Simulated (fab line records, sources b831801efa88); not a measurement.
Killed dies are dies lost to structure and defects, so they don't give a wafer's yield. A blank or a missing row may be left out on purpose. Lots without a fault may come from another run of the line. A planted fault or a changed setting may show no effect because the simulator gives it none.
Chamber matching | flow gf180mcu | GF_V4_CMP_04 on cmp-02: 4 sister chambers
The step polishes SiO2. 8 wafers are shown with their chamber, then 7 later ones without.

WAFERS WITH THEIR CHAMBER
wafer  | chamber | motor_current_A (A) | time_to_endpoint_s (s)
L225.4 | 1       | 11.1                | 83
L227.4 | 2       | 12.3                | 92
L231.1 | 0       | 11.9                | 78
L231.5 | 2       | 12.3                | 83
L243.3 | 3       | 10.5                | 79
L243.5 | 0       | 11.5                | 83
L245.2 | 3       | 10.1                | 74
L245.3 | 1       | 11.7                | 75

WAFERS WITHOUT THEIR CHAMBER
wafer  | motor_current_A (A) | time_to_endpoint_s (s)
L245.4 | 11.7                | 77
L246.1 | 10.0                | 75
L246.3 | 11.9                | 74
L246.6 | 11.0                | 80
L248.1 | 12.3                | 74
L248.2 | 12.3                | 67
L248.5 | 11.4                | 71

WHICH CHAMBER EACH WENT THROUGH
wafer  | from the rows above          | in truth
L245.4 | can't be placed: 0 or 1      | 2
L246.1 | 3                            | 3
L246.3 | can't be placed: 0 or 1 or 2 | 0
L246.6 | can't be placed: 1 or 0 or 3 | 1
L248.1 | can't be placed: 0 or 2 or 1 | 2
L248.2 | can't be placed: 0 or 1 or 2 | 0
L248.5 | can't be placed: 1 or 0      | 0
Placed correctly: 1 of 7. Can't be placed from these rows: 6 (the true chamber is among the candidates in 5). Placed wrongly: 0.
How it was worked out, from the rows above alone: a wafer's distance from a chamber is the root of the sum, over the readings, of the square of ((its reading less the chamber's mean) divided by the reading's scatter). The wafer belongs to the nearest chamber; if the next one is less than 2 further off, it can't be placed. A chamber's mean is the mean of its shown wafers. The scatter: the root of (the sum of the squares of (reading less its chamber's mean) over the shown wafers, divided by (wafers less chambers)).
